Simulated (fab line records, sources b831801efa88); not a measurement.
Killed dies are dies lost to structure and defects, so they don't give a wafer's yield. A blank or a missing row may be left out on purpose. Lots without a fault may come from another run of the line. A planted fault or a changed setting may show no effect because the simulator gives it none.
Which tool did it? | flow gf180mcu | 12 lots, 36 wafers sampled, at 6 steps of a route of 602

WHAT THE GAUGES READ, wafer by wafer
GF_STI_THK_MEAS_04.
lot  | measured    | on            | STI_CVD_03_THK (nm)
L108 | day 1 13:34 | film_metro-01 | 209.4 209.5 208.9
L109 | day 1 18:39 | film_metro-02 | 209.9 208.5 210.0
L110 | day 2 00:33 | film_metro-01 | 209.6 208.0 208.6
L112 | day 2 09:35 | film_metro-04 | 206.3 207.7 207.3
L114 | day 2 20:28 | film_metro-01 | 211.3 211.4 211.6
L115 | day 3 01:23 | film_metro-02 | 208.5 208.9 207.3
L116 | day 3 05:34 | film_metro-02 | 208.3 208.7 209.0
L117 | day 3 10:37 | film_metro-02 | 206.4 205.1 207.0
L120 | day 4 02:16 | film_metro-02 | 205.8 206.4 206.8
L125 | day 5 02:34 | film_metro-04 | 160.6 160.4 160.8
L126 | day 5 09:07 | film_metro-04 | 161.4 160.5 160.4
L130 | day 6 03:34 | film_metro-02 | 208.4 208.0 207.8

GF_MVSD_OVL_MEAS_07.
lot  | measured    | on         | MVSD_OVL (nm)
L108 | day 4 10:19 | overlay-02 | -1.1 -1.6 -0.7
L109 | day 4 15:34 | overlay-01 | -3.5 -1.9 -2.7
L110 | day 4 21:22 | overlay-01 | -0.2 0.0 1.3
L112 | day 5 09:02 | overlay-02 | -2.1 -3.1 -2.2
L114 | day 5 19:31 | overlay-02 | -2.5 -1.7 -0.7
L115 | day 6 01:36 | overlay-02 | -0.8 -0.7 -1.3
L116 | day 6 07:39 | overlay-01 | -0.5 -1.9 -1.8
L117 | day 6 13:25 | overlay-02 | -0.7 -1.0 -1.7
L120 | day 7 09:33 | overlay-01 | -2.4 -1.9 -0.9
L125 | day 8 13:13 | overlay-01 | -1.8 -0.9 -1.3
L126 | day 8 20:59 | overlay-02 | -0.6 -1.1 -0.7
L130 | day 9 18:22 | overlay-01 | -1.6 -2.2 -2.3

GF_MVPSD_OVL_MEAS_07.
lot  | measured     | on         | MVPSD_OVL (nm)
L108 | day 5 00:24  | overlay-02 | 0.7 0.1 -0.2
L109 | day 5 05:19  | overlay-01 | 3.2 0.7 2.6
L110 | day 5 11:37  | overlay-02 | 1.3 1.5 1.2
L112 | day 5 23:31  | overlay-01 | 1.9 1.2 1.8
L114 | day 6 09:45  | overlay-02 | -2.7 -2.2 -2.1
L115 | day 6 16:15  | overlay-02 | 0.2 0.6 1.0
L116 | day 6 23:19  | overlay-02 | 0.0 -0.8 -0.7
L117 | day 7 04:34  | overlay-01 | 0.2 0.1 1.6
L120 | day 8 01:55  | overlay-02 | -1.4 -0.2 -1.0
L125 | day 9 06:09  | overlay-01 | -2.0 -1.7 -1.6
L126 | day 9 14:07  | overlay-02 | -1.3 -1.7 -2.1
L130 | day 10 12:45 | overlay-02 | -0.3 -1.6 0.3

WHICH TOOL RAN EACH LOT (tool, then ch and the chambers of the sampled wafers, then the start)
lot  | GF_STI_CVD_03              | GF_STI_ETCH_13                    | GF_STI_CMP_25
L108 | lpcvd-02 ch 0, day 1 11:34 | rie_diel-03 ch 0,1,2, day 2 01:38 | cmp-01 ch 1,3, day 2 03:33
L109 | lpcvd-02 ch 1, day 1 16:40 | rie_diel-04 ch 0,2,3, day 2 07:07 | cmp-01 ch 0,1,2, day 2 09:03
L110 | lpcvd-01 ch 1, day 1 21:34 | rie_diel-03 ch 0,1, day 2 12:56   | cmp-01 ch 1,2,3, day 2 14:55
L112 | lpcvd-02 ch 1, day 2 07:34 | rie_diel-02 ch 1,2,3, day 2 22:26 | cmp-02 ch 0,1,2, day 3 00:40
L114 | lpcvd-01 ch 1, day 2 18:28 | rie_diel-03 ch 0,1,2, day 3 08:43 | cmp-02 ch 0,2,3, day 3 10:48
L115 | lpcvd-02 ch 0, day 2 23:24 | rie_diel-04 ch 0,2,3, day 3 13:38 | cmp-02 ch 0,2,3, day 3 15:37
L116 | lpcvd-02 ch 0, day 3 03:34 | rie_diel-02 ch 1,2,3, day 3 18:04 | cmp-02 ch 0,1,2, day 3 20:16
L117 | lpcvd-01 ch 0, day 3 08:37 | rie_diel-03 ch 0,1, day 3 23:14   | cmp-01 ch 0,1,2, day 4 01:45
L120 | lpcvd-01 ch 1, day 4 00:17 | rie_diel-03 ch 1,3, day 4 15:19   | cmp-01 ch 0,3, day 4 17:31
L125 | lpcvd-01 ch 1, day 5 00:34 | rie_diel-03 ch 1,2, day 5 16:25   | cmp-02 ch 0,1,2, day 5 19:39
L126 | lpcvd-01 ch 0, day 5 07:07 | rie_diel-03 ch 1,2, day 5 23:16   | cmp-02 ch 2,3, day 6 01:14
L130 | lpcvd-02 ch 1, day 6 01:34 | rie_diel-03 ch 0,1,2, day 6 18:43 | cmp-02 ch 1,2,3, day 6 20:43
- GF_STI_CVD_03: deposits Si3N4 from DCS/NH3, target thk 207.16 nm, time 3551 s.
- GF_STI_ETCH_13: etches the open film in CHF3/O2, stops on Si, target depth 282.31 nm, time 112.9 s.
- GF_STI_CMP_25: polishes, stops on Si3N4, t overpolish 33 s, target thk 524.6 nm.

WHAT THE TOOLS THEMSELVES READ (means of the sampled wafers that have a number; where no wafer has one, the mark that the record gives instead)
GF_STI_CVD_03.
lot  | tool     | spike_tc_bottom_C (C) | spike_tc_centre_C (C) | spike_tc_lower_C (C) | spike_tc_top_C (C) | spike_tc_upper_C (C) | susceptor_temp_C (C) | zone_power_top_pct (%)
L108 | lpcvd-02 | 786                   | 772.2                 | 770.8                | 788.7              | 771.4                | 770.0                | 28.4
L109 | lpcvd-02 | 783                   | 773.2                 | 768.2                | 782.6              | 770.5                | 769.5                | 25.5
L110 | lpcvd-01 | 790                   | 771.4                 | 769.9                | 782.1              | 768.7                | 769.7                | 26.3
L112 | lpcvd-02 | 782                   | 772.7                 | 767.7                | 783.9              | 770.2                | 769.5                | 25.5
L114 | lpcvd-01 | 790                   | 771.0                 | 769.0                | 782.1              | 768.9                | 769.8                | 26.4
L115 | lpcvd-02 | 787                   | 771.8                 | 770.1                | 788.9              | 771.1                | 770.4                | 28.7
L116 | lpcvd-02 | 787                   | 770.9                 | 770.6                | 790.0              | 771.3                | 770.2                | 28.5
L117 | lpcvd-01 | 790                   | 770.0                 | 770.8                | 781.2              | 768.4                | 769.6                | 25.7
L120 | lpcvd-01 | 791                   | 770.3                 | 769.4                | 782.0              | 767.5                | 770.0                | 26.3
L125 | lpcvd-01 | 778                   | 757.7                 | 756.5                | 770.6              | 755.4                | 757.7                | 25.8
L126 | lpcvd-01 | 775                   | 758.9                 | 757.5                | 769.3              | 755.3                | 757.0                | 25.5
L130 | lpcvd-02 | 782                   | 772.3                 | 768.6                | 783.1              | 771.2                | 769.9                | 25.5

GF_STI_ETCH_13.
lot  | tool        | drypump_motor_current_A (A) | oes_product_au (a.u.) | throttle_valve_pct (%)
L108 | rie_diel-03 | 5.2                         | 0.838                 | 8.800
L109 | rie_diel-04 | 5.7                         | 0.834                 | 8.816
L110 | rie_diel-03 | 5.0                         | 0.835                 | 8.809
L112 | rie_diel-02 | 5.8                         | 0.831                 | 8.797
L114 | rie_diel-03 | 5.2                         | 0.844                 | 8.818
L115 | rie_diel-04 | 5.7                         | 0.833                 | 8.815
L116 | rie_diel-02 | 5.8                         | 0.832                 | 8.814
L117 | rie_diel-03 | 5.0                         | 0.828                 | 8.808
L120 | rie_diel-03 | 5.3                         | 0.827                 | 8.822
L125 | rie_diel-03 | 5.4                         | 0.728                 | 8.778
L126 | rie_diel-03 | 5.2                         | 0.728                 | 8.778
L130 | rie_diel-03 | 5.2                         | 0.836                 | 8.816

GF_STI_CMP_25.
lot  | tool   | motor_current_A (A)
L108 | cmp-01 | 13.3
L109 | cmp-01 | 13.3
L110 | cmp-01 | 12.6
L112 | cmp-02 | 11.2
L114 | cmp-02 | 11.0
L115 | cmp-02 | 11.1
L116 | cmp-02 | 11.1
L117 | cmp-01 | 13.1
L120 | cmp-01 | 13.7
L125 | cmp-02 | 11.4
L126 | cmp-02 | 10.8
L130 | cmp-02 | 11.4

THE ANSWER, worked out from the rows above alone
Rule: what is usual is taken from the lots themselves. Put in order of their means at a reading, lots are off if they are a third of the lots or fewer, leave a main group of 4 or more, and stand apart from it by a gap of 3 or more times the standard deviation of the main group's means; of several such gaps the widest counts. A main group whose means are all the same, to the digits that the tables above print for the reading, isn't used. A lot without any number at a reading at which 4 lots or more have one is off too. The other lots that the step has rows for count as sound. The gauges are gone through in route order, then the tools' own readings, and for those a lot's mean is taken as printed above. The first step at which some lot is off is used, and at that step the reading that is off furthest; a lot without a number counts as furthest.
Off: L125, L126, at GF_STI_THK_MEAS_04 (STI_CVD_03_THK). The main group: mean 208.3 nm, standard deviation 1.5.
A tool fits if, at a process step before that reading, it ran every lot that is off, and no sound lot after the first of them. The gauges at GF_STI_THK_MEAS_04 aren't tried: what is off there is off at GF_STI_CVD_03 too, on other tools, and a gauge's error can't cause that. One fits: lpcvd-01 at GF_STI_CVD_03. Its last sound lot is L120 (day 4 00:17), its first lot that is off L125 (day 5 00:34): a fault that began between those two fits.
The tool's own readings at GF_STI_CVD_03 bear it out: on the lots that are off they differ by more than 5 times the standard deviation of the sound lots' means. spike_tc_centre_C reads 758.3 C there against 771.6 C on the sound lots; spike_tc_lower_C reads 757.0 C there against 769.5 C on the sound lots; spike_tc_upper_C reads 755.3 C there against 769.9 C on the sound lots; susceptor_temp_C reads 757.4 C there against 769.9 C on the sound lots.

WHAT THE SIMULATOR HAD PUT IN
Process parameter drift: lpcvd-01, from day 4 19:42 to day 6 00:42, at GF_STI_CVD_03. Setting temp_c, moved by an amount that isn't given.
Lots struck among those shown: L125, L126. The rule above found the same.
